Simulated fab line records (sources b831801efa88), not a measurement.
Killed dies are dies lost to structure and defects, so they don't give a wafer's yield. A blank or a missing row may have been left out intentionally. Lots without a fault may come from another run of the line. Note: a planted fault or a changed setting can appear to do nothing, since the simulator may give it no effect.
fab line records + flow gf180mcu
[record]
- lots = 14
- wafers = 42
- last-day = 34
route steps=602 shown M2@368 V2@398 M3@414
lots untouched by any fault: they come from a run of this same line in which no faults occurred
start-h: start of the lot's first displayed wafer, in hours after the record's first day + wait-h: time in hours since the lot's previous step + " repeats the value in the row above + L1.1+2: one row covering several wafers at once + - value missing, or start not given + * or withheld: withheld + < > ~ a bound
route shown NAME@n: names a module that has steps shown in the file, with the first one's number in the route + usual: mean and standard deviation over wafers with no fault + same: alike in all rows + chamber/n: place in a boat + sites: the reading at each site + _std_site: standard deviation across them + _edge_site: outer sites' mean less inner sites' + radius-mm: how far each site lies from the wafer's centre + mask NAME#n: copy n + behind: the tool/chamber that last shaped the wafer + hold: why the lot went on hold/how many hours it stayed there/how the hold came to an end + device: names the non-switching transistor (n, p or np) + end of line: the same wafers' tests at the end of the route + a step without rows: its recipe alone + killed: not the wafer's yield, but the dies lost to structure and defects at the first sort + map: the dies of a wafer, with x for killed, . for not killed, _ for no die there
set.NAME: the run value of the setting; set.NAME@STEP: its run value at that earlier step + model.NAME: the simulator's own value behind a step, which no gauge read
the route's steps for a sample of lots (tables are steps, rows are wafers)
services: from which hour (start-h, from the record's first day; less than 0 if before it) a tool's chamber was out of use, for how many hours, and why
[[steps]]
[step GF_M2_THK_MEAS_06]
[recipe]
- thk-meas-gauge = xrf
- reads = AlCu_of_M2_SPUTTER_02
[usual]
- M2_ALCU_THK = 446/6.6
| lot.wafer | tool          | chamber | start-h | wait-h | M2_ALCU_THK[nm] |
|-----------|---------------|---------|---------|--------|-----------------|
| L947.2    | film-metro-02 | -       | 419.55  | 0.1    | 455             |
| L947.3    | "             | -       | "       | "      | 452             |
| L947.5    | "             | -       | "       | "      | 456             |
| L949.2    | film-metro-02 | -       | 446.20  | 0.1    | 442             |
| L949.4    | "             | -       | "       | "      | 444             |
| L949.6    | "             | -       | "       | "      | 440             |
| L951.4    | film-metro-02 | -       | 461.68  | 0.1    | 442             |
| L951.5    | "             | -       | "       | "      | 442             |
| L951.6    | "             | -       | "       | "      | 443             |
| L953.1    | film-metro-03 | -       | 478.41  | 0.1    | 449             |
| L953.2    | "             | -       | "       | "      | 450             |
| L953.3    | "             | -       | "       | "      | 444             |
| L954.1    | film-metro-02 | -       | 488.67  | 0.1    | 445             |
| L954.3    | "             | -       | "       | "      | 440             |
| L954.5    | "             | -       | "       | "      | 449             |
| L955.1    | film-metro-04 | -       | 508.94  | 0.1    | 456             |
| L955.2    | "             | -       | "       | "      | 448             |
| L955.6    | "             | -       | "       | "      | 456             |
| L959.3    | film-metro-04 | -       | 526.44  | 0.1    | 440             |
| L959.4    | "             | -       | "       | "      | 442             |
| L959.5    | "             | -       | "       | "      | 442             |
| L961.2    | film-metro-02 | -       | 550.17  | 0.1    | 448             |
| L961.3    | "             | -       | "       | "      | 446             |
| L961.4    | "             | -       | "       | "      | 453             |
| L962.1    | film-metro-04 | -       | 555.18  | 0.1    | 442             |
| L962.3    | "             | -       | "       | "      | 442             |
| L962.6    | "             | -       | "       | "      | 441             |
| L964.3    | film-metro-02 | -       | 569.78  | 0.1    | 438             |
| L964.4    | "             | -       | "       | "      | 440             |
| L964.6    | "             | -       | "       | "      | 435             |
| L966.3    | film-metro-04 | -       | 581.44  | 0.1    | 452             |
| L966.4    | "             | -       | "       | "      | 448             |
| L966.5    | "             | -       | "       | "      | 447             |
| L967.3    | film-metro-02 | -       | 586.73  | 0.1    | 442             |
| L967.5    | "             | -       | "       | "      | 447             |
| L967.6    | "             | -       | "       | "      | 441             |
| L968.2    | film-metro-04 | -       | 594.53  | 0.1    | 444             |
| L968.4    | "             | -       | "       | "      | 450             |
| L968.6    | "             | -       | "       | "      | 442             |
| L969.2    | film-metro-02 | -       | 605.19  | 0.1    | 431             |
| L969.3    | "             | -       | "       | "      | 433             |
| L969.6    | "             | -       | "       | "      | 436             |
[step GF_V2_ETCH_16]
[recipe]
- chemistry = N2/H2
- target-depth-a = withheld
- overetch-a = withheld
- time-s = withheld
- target = BARC
- ion-energy-ev = 200
- source-w = 500
- bias-w = 100
- pressure-mtorr = 30
- n2-flow-sccm = 100
- h2-flow-sccm = 200
[usual]
- drypump-motor-current-A = 5.9/0.37
- h2-flow-sccm = 200.1/0.58
- oes-product-au = 0.855/0.0044
- throttle-valve-pct = 13.226/0.0094
| lot.wafer | tool        | chamber | start-h | wait-h | drypump-motor-current-A | h2-flow-sccm | oes-product-au | throttle-valve-pct |
|-----------|-------------|---------|---------|--------|-------------------------|--------------|----------------|--------------------|
| L947.2    | rie-diel-01 | 1       | 470.57  | 0.0    | 6.2                     | 200.3        | 0.859          | 13.237             |
| L947.3    | "           | 0       | "       | "      | 5.3                     | 200.5        | 0.854          | 13.217             |
| L947.5    | "           | 1       | "       | "      | 6.2                     | 199.5        | 0.863          | 13.212             |
| L949.2    | rie-diel-01 | 1       | 496.52  | 0.0    | 6.2                     | 199.0        | 0.862          | 13.223             |
| L949.4    | "           | 1       | "       | "      | 6.2                     | 200.2        | 0.858          | 13.227             |
| L949.6    | "           | 0       | "       | "      | 5.2                     | 199.9        | 0.858          | 13.218             |
| L951.4    | rie-diel-02 | 2       | 511.00  | 0.0    | 6.0                     | 200.1        | 0.859          | 13.209             |
| L951.5    | "           | 3       | "       | "      | 5.4                     | 200.6        | 0.853          | 13.229             |
| L951.6    | "           | 2       | "       | "      | 6.0                     | 199.4        | 0.859          | 13.239             |
| L953.1    | rie-diel-02 | 0       | 527.05  | 0.0    | 6.1                     | 199.3        | 0.851          | 13.244             |
| L953.2    | "           | 1       | "       | "      | 6.2                     | 200.1        | 0.867          | 13.218             |
| L953.3    | "           | 2       | "       | "      | 6.0                     | 200.0        | 0.854          | 13.225             |
| L954.1    | rie-diel-03 | 3       | 536.23  | 0.0    | 6.2                     | 200.1        | 0.857          | 13.236             |
| L954.3    | "           | 1       | "       | "      | 5.6                     | 201.1        | 0.852          | 13.212             |
| L954.5    | "           | 3       | "       | "      | 6.2                     | 199.8        | 0.855          | 13.211             |
| L955.1    | rie-diel-02 | 3       | 555.65  | 0.0    | 5.4                     | 200.1        | 0.848          | 13.226             |
| L955.2    | "           | 1       | "       | "      | 6.2                     | 200.0        | 0.860          | 13.219             |
| L955.6    | "           | 0       | "       | "      | 6.1                     | 201.5        | 0.848          | 13.222             |
| L959.3    | rie-diel-03 | 0       | 572.58  | 0.0    | 6.0                     | 199.9        | 0.858          | 13.232             |
| L959.4    | "           | 2       | "       | "      | 6.5                     | 200.2        | 0.861          | 13.222             |
| L959.5    | "           | 2       | "       | "      | 6.5                     | 201.6        | 0.861          | 13.224             |
| L961.2    | rie-diel-01 | 2       | 593.69  | 0.0    | 6.0                     | 200.0        | 0.853          | 13.226             |
| L961.3    | "           | 0       | "       | "      | 5.2                     | 199.2        | 0.856          | 13.217             |
| L961.4    | "           | 3       | "       | "      | 5.6                     | 199.6        | 0.848          | 13.227             |
| L962.1    | rie-diel-02 | 0       | 600.13  | 0.0    | 6.1                     | 200.3        | 0.856          | 13.245             |
| L962.3    | "           | 1       | "       | "      | 6.2                     | 200.0        | 0.852          | 13.226             |
| L962.6    | "           | 3       | "       | "      | 5.4                     | 199.2        | 0.858          | 13.229             |
| L964.3    | rie-diel-01 | 0       | 613.05  | 0.0    | 5.3                     | 199.9        | 0.846          | 13.226             |
| L964.4    | "           | 2       | "       | "      | 6.0                     | 201.5        | 0.850          | 13.224             |
| L964.6    | "           | 3       | "       | "      | 5.6                     | 200.7        | 0.852          | 13.232             |
| L966.3    | rie-diel-02 | 1       | 624.25  | 0.0    | 6.2                     | 200.0        | 0.858          | 13.214             |
| L966.4    | "           | 3       | "       | "      | 5.4                     | 199.7        | 0.854          | 13.235             |
| L966.5    | "           | 2       | "       | "      | 6.0                     | 199.9        | 0.851          | 13.222             |
| L967.3    | rie-diel-03 | 3       | 629.34  | 0.0    | 6.2                     | 200.2        | 0.850          | 13.222             |
| L967.5    | "           | 1       | "       | "      | 5.6                     | 200.1        | 0.851          | 13.218             |
| L967.6    | "           | 0       | "       | "      | 6.0                     | 199.0        | 0.864          | 13.213             |
| L968.2    | rie-diel-02 | 0       | 637.05  | 0.0    | 6.1                     | 201.0        | 0.851          | 13.223             |
| L968.4    | "           | 3       | "       | "      | 5.4                     | 199.5        | 0.855          | 13.233             |
| L968.6    | "           | 0       | "       | "      | 6.1                     | 200.2        | 0.856          | 13.238             |
| L969.2    | rie-diel-03 | 1       | 647.84  | 0.0    | 5.6                     | 200.6        | 0.851          | 13.238             |
| L969.3    | "           | 3       | "       | "      | 6.2                     | 199.7        | 0.859          | 13.209             |
| L969.6    | "           | 0       | "       | "      | 6.0                     | 200.2        | 0.859          | 13.217             |
[step GF_V2_SPUTTER_21]
[recipe]
- material = Ti
- target-thk-nm = 15
- chamber-pressure-pa = 5
- power-w = 2500
- substrate-temp-c = 200
- time-s = 80.02
[usual]
- cathode-dc-power-W = 2500.0/0.46
- chamber-pressure-pa = 5.001/0.01
- throttle-valve-pct = 29.9/0.96
| lot.wafer | tool           | chamber | start-h | wait-h | cathode-dc-power-W | chamber-pressure-pa | throttle-valve-pct |
|-----------|----------------|---------|---------|--------|--------------------|---------------------|--------------------|
| L947.2    | pvd-sputter-01 | -       | 471.24  | 0.0    | 2500.4             | 5.014               | 27.7               |
| L947.3    | "              | -       | "       | "      | 2500.0             | 4.988               | 30.1               |
| L947.5    | "              | -       | "       | "      | 2500.4             | 5.002               | 30.0               |
| L949.2    | pvd-sputter-01 | -       | 497.20  | 0.0    | 2500.3             | 5.006               | 30.3               |
| L949.4    | "              | -       | "       | "      | 2500.2             | 5.008               | 30.4               |
| L949.6    | "              | -       | "       | "      | 2500.0             | 5.009               | 30.1               |
| L951.4    | pvd-sputter-03 | -       | 511.70  | 0.0    | 2499.4             | 4.989               | 30.3               |
| L951.5    | "              | -       | "       | "      | 2499.9             | 4.988               | 31.3               |
| L951.6    | "              | -       | "       | "      | 2499.6             | 5.000               | 30.0               |
| L953.1    | pvd-sputter-01 | -       | 527.75  | 0.0    | -                  | -                   | -                  |
| L953.2    | "              | -       | "       | "      | -                  | -                   | -                  |
| L953.3    | "              | -       | "       | "      | -                  | -                   | -                  |
| L954.1    | pvd-sputter-04 | -       | 536.90  | 0.0    | -                  | -                   | -                  |
| L954.3    | "              | -       | "       | "      | -                  | -                   | -                  |
| L954.5    | "              | -       | "       | "      | -                  | -                   | -                  |
| L955.1    | pvd-sputter-04 | -       | 556.31  | 0.0    | 2499.5             | 4.984               | 28.9               |
| L955.2    | "              | -       | "       | "      | 2500.5             | 5.005               | 30.9               |
| L955.6    | "              | -       | "       | "      | 2500.6             | 5.010               | 30.2               |
| L959.3    | pvd-sputter-03 | -       | 573.25  | 0.0    | 2500.4             | 5.017               | 31.5               |
| L959.4    | "              | -       | "       | "      | 2500.2             | 5.020               | 28.8               |
| L959.5    | "              | -       | "       | "      | 2500.1             | 5.002               | 30.0               |
| L961.2    | pvd-sputter-03 | -       | 594.39  | 0.0    | 2500.0             | 5.010               | 30.6               |
| L961.3    | "              | -       | "       | "      | 2500.0             | 5.008               | 28.8               |
| L961.4    | "              | -       | "       | "      | 2499.9             | 5.006               | 31.4               |
| L962.1    | pvd-sputter-01 | -       | 600.82  | 0.0    | 2500.0             | 4.995               | 28.0               |
| L962.3    | "              | -       | "       | "      | 2500.2             | 4.990               | 30.3               |
| L962.6    | "              | -       | "       | "      | 2500.6             | 4.997               | 27.9               |
| L964.3    | pvd-sputter-01 | -       | 613.71  | 0.0    | 2500.5             | 5.007               | 29.2               |
| L964.4    | "              | -       | "       | "      | 2500.5             | 5.007               | 30.3               |
| L964.6    | "              | -       | "       | "      | 2500.3             | 5.008               | 30.1               |
| L966.3    | pvd-sputter-03 | -       | 624.95  | 0.0    | 2499.9             | 4.997               | 30.2               |
| L966.4    | "              | -       | "       | "      | 2500.0             | 5.014               | 30.5               |
| L966.5    | "              | -       | "       | "      | 2500.8             | 4.998               | 30.1               |
| L967.3    | pvd-sputter-03 | -       | 630.04  | 0.0    | 2500.4             | 4.998               | 30.6               |
| L967.5    | "              | -       | "       | "      | 2500.7             | 4.987               | 30.0               |
| L967.6    | "              | -       | "       | "      | 2499.8             | 4.991               | 31.3               |
| L968.2    | pvd-sputter-01 | -       | 637.71  | 0.0    | 2500.2             | 5.007               | 29.3               |
| L968.4    | "              | -       | "       | "      | 2500.7             | 5.009               | 30.5               |
| L968.6    | "              | -       | "       | "      | 2500.3             | 5.001               | 29.2               |
| L969.2    | pvd-sputter-04 | -       | 648.50  | 0.0    | 2500.4             | 4.994               | 28.7               |
| L969.3    | "              | -       | "       | "      | 2499.9             | 4.986               | 29.9               |
| L969.6    | "              | -       | "       | "      | 2499.9             | 4.992               | 30.3               |
[step GF_M3_RS_MEAS_05]
[recipe]
- thk-meas-gauge = four-point-probe
- reads = TiN_of_M3_SPUTTER_04+Ti_of_M3_SPUTTER_03+AlCu_of_M3_SPUTTER_02+TiN_of_M3_SPUTTER_01+Ti_of_M3_SPUTTER_00
[usual]
- M3_ALCU_RS = 0.0693/0.0008
| lot.wafer | tool          | chamber | start-h | wait-h | M3_ALCU_RS[ohm/sq] |
|-----------|---------------|---------|---------|--------|--------------------|
| L947.2    | film-metro-03 | -       | 472.17  | 0.0    | 0.0708             |
| L947.3    | "             | -       | "       | "      | 0.0688             |
| L947.5    | "             | -       | "       | "      | 0.0705             |
| L949.2    | film-metro-03 | -       | 498.14  | 0.0    | 0.0701             |
| L949.4    | "             | -       | "       | "      | 0.0703             |
| L949.6    | "             | -       | "       | "      | 0.0697             |
| L951.4    | film-metro-02 | -       | 512.67  | 0.1    | 0.0679             |
| L951.5    | "             | -       | "       | "      | 0.0680             |
| L951.6    | "             | -       | "       | "      | 0.0689             |
| L955.1    | film-metro-03 | -       | 557.23  | 0.0    | 0.0692             |
| L955.2    | "             | -       | "       | "      | 0.0681             |
| L955.6    | "             | -       | "       | "      | 0.0692             |
| L959.3    | film-metro-03 | -       | 574.20  | 0.1    | 0.0690             |
| L959.4    | "             | -       | "       | "      | 0.0694             |
| L959.5    | "             | -       | "       | "      | 0.0698             |
| L961.2    | film-metro-02 | -       | 595.39  | 0.0    | 0.0693             |
| L961.3    | "             | -       | "       | "      | 0.0700             |
| L961.4    | "             | -       | "       | "      | 0.0701             |
| L962.1    | film-metro-02 | -       | 601.73  | 0.0    | 0.0706             |
| L962.3    | "             | -       | "       | "      | 0.0702             |
| L962.6    | "             | -       | "       | "      | 0.0695             |
| L964.3    | film-metro-02 | -       | 614.67  | 0.1    | 0.0686             |
| L964.4    | "             | -       | "       | "      | 0.0680             |
| L964.6    | "             | -       | "       | "      | 0.0686             |
| L966.3    | film-metro-02 | -       | 625.91  | 0.1    | 0.0694             |
| L966.4    | "             | -       | "       | "      | 0.0706             |
| L966.5    | "             | -       | "       | "      | 0.0687             |
| L967.3    | film-metro-02 | -       | 631.02  | 0.1    | 0.0698             |
| L967.5    | "             | -       | "       | "      | 0.0712             |
| L967.6    | "             | -       | "       | "      | 0.0699             |
| L968.2    | film-metro-02 | -       | 638.65  | 0.0    | 0.0692             |
| L968.4    | "             | -       | "       | "      | 0.0685             |
| L968.6    | "             | -       | "       | "      | 0.0701             |
| L969.2    | film-metro-03 | -       | 649.50  | 0.0    | 0.0691             |
| L969.3    | "             | -       | "       | "      | 0.0693             |
| L969.6    | "             | -       | "       | "      | 0.0702             |
[[services]]
| tool           | chamber | start-h | hours | kind           |
|----------------|---------|---------|-------|----------------|
| pvd-sputter-01 | -       | 450.64  | 0.9   | repair         |
| rie-diel-02    | 0       | 453.73  | 7.3   | repair         |
| rie-diel-01    | 3       | 464.60  | 87.3  | repair         |
| pvd-sputter-04 | -       | 465.95  | 21.9  | repair         |
| pvd-sputter-04 | -       | 477.51  | 10.6  | repair         |
| rie-diel-03    | 2       | 491.62  | 4.1   | repair         |
| rie-diel-03    | -       | 498.49  | 14.6  | pm             |
| rie-diel-01    | -       | 498.68  | 2.8   | pm             |
| rie-diel-02    | -       | 536.44  | 4.3   | pm             |
| rie-diel-03    | 2       | 541.72  | 1.3   | repair         |
| rie-diel-01    | 1       | 551.85  | -     | clean          |
| rie-diel-01    | 1       | 551.85  | 23.0  | scheduled-down |
| rie-diel-01    | 1       | 551.85  | 23.0  | vent-cycle     |
| rie-diel-02    | 0       | 577.37  | 10.9  | repair         |
| pvd-sputter-01 | -       | 585.84  | 1.5   | repair         |
| pvd-sputter-04 | -       | 593.31  | 0.8   | repair         |
| rie-diel-02    | 1       | 604.80  | 4.0   | repair         |
| pvd-sputter-03 | -       | 605.84  | 1.2   | repair         |
| rie-diel-01    | 0       | 628.08  | 4.1   | repair         |
| pvd-sputter-03 | -       | 640.49  | 2.9   | repair         |
[[key]]
[first-sign]
- step = GF_V2_SPUTTER_21
- reading = tool-record
- direction = missing
effect none on later readings
met-at GF_V2_SPUTTER_21
struck-lots L953,L954
later-rows-left-out L953.1,L953.2,L953.3,L954.1,L954.3,L954.5
sort-left-out L953.1,L953.2,L953.3,L954.1,L954.3,L954.5
not-acting-at GF_M2_THK_MEAS_06,GF_V2_ETCH_16,GF_M3_RS_MEAS_05
onset-between 497.20 527.75
[fault]
- kind = skipped-step-whole
- tool = pvd-sputter-01,pvd-sputter-04
- chamber = -
- onset-h = 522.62
- steps = GF_V2_SPUTTER_21
- scope = struck-lots-only
// sort-left-out: the simulated sort isn't trusted on such a fault, so these wafers' sort isn't shown, and their yield isn't known
// later-rows-left-out: the simulator's readings of these wafers behind a module that went badly wrong aren't trusted and aren't shown, but for the sort
